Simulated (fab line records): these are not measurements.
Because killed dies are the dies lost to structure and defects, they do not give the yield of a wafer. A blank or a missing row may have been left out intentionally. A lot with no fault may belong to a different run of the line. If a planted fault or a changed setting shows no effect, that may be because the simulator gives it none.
The tool behind it: which one? || flow sky130 || 7 lots with 21 wafers sampled at 2 steps, on a route of 708 steps

== WHAT EACH GAUGE READ, for each wafer ==
SKY_NWELL_RS_MEAS_29: measurement is done with a four-point probe.
{"lot": "L188", "measured": "day 6 01:20", "on": "film_metro-04", "NWELL_RS (ohm/sq)": "624.8 626.0 625.3"}
{"lot": "L191", "measured": "day 6 17:17", "on": "film_metro-02", "NWELL_RS (ohm/sq)": "626.3 626.1 625.9"}
{"lot": "L194", "measured": "day 7 11:31", "on": "film_metro-04", "NWELL_RS (ohm/sq)": "623.8 623.7 623.5"}
{"lot": "L196", "measured": "day 7 23:34", "on": "film_metro-04", "NWELL_RS (ohm/sq)": "626.9 624.4 624.7"}
{"lot": "L199", "measured": "day 8 14:11", "on": "film_metro-04", "NWELL_RS (ohm/sq)": "629.9 631.8 630.4"}
{"lot": "L200", "measured": "day 8 20:44", "on": "film_metro-04", "NWELL_RS (ohm/sq)": "628.4 628.3 630.2"}
{"lot": "L209", "measured": "day 11 15:22", "on": "film_metro-04", "NWELL_RS (ohm/sq)": "624.9 624.6 625.6"}

== EACH LOT AND THE TOOL THAT RAN IT (in order: tool; ch and the chambers of the sampled wafers; start) ==
{"lot": "L188", "SKY_NWELL_IMPLANT_13": "implanter-01 ch 0, day 5 06:44"}
{"lot": "L191", "SKY_NWELL_IMPLANT_13": "implanter-04 ch 0, day 5 21:35"}
{"lot": "L194", "SKY_NWELL_IMPLANT_13": "implanter-01 ch 0, day 6 15:40"}
{"lot": "L196", "SKY_NWELL_IMPLANT_13": "implanter-01 ch 0, day 7 03:22"}
{"lot": "L199", "SKY_NWELL_IMPLANT_13": "implanter-01 ch 0, day 7 16:23"}
{"lot": "L200", "SKY_NWELL_IMPLANT_13": "implanter-01 ch 0, day 7 22:01"}
{"lot": "L209", "SKY_NWELL_IMPLANT_13": "implanter-03 ch 0, day 10 15:08"}
- SKY_NWELL_IMPLANT_13

== THE ANSWER, worked out from the rows above alone ==
Rule: usual is defined by the lots themselves. Put in order of their means at a reading, lots are off if they are a third of the lots or fewer, leave a main group of 4 or more, and stand apart from it by a gap of 3 or more times the standard deviation of the main group's means; of several such gaps the widest counts. If all means in a main group match to the digits the tables above print for the reading, that group is not used. Also off: a lot with no number at a reading for which 4 or more lots have one. All remaining lots with rows at the step are treated as sound.
Off: at SKY_NWELL_RS_MEAS_29 (NWELL_RS), L199, L200. The main group has a mean of 625.1 ohm/sq with a standard deviation of 0.8.
A tool fits if, at a process step before that reading, it ran every lot that is off, and no sound lot after the first of them. The gauges at SKY_NWELL_RS_MEAS_29 are tried like those tools. One fits: implanter-01 at SKY_NWELL_IMPLANT_13. A fault onset in the window from L196 (day 7 03:22, its last sound lot) to L199 (day 7 16:23, its first lot off) fits.

== WHAT THE SIMULATOR HAD INSERTED ==
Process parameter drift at SKY_NWELL_IMPLANT_13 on implanter-01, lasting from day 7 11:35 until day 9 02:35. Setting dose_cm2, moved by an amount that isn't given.
Shown lots that were struck: L199, L200. The rule above reached the same finding.
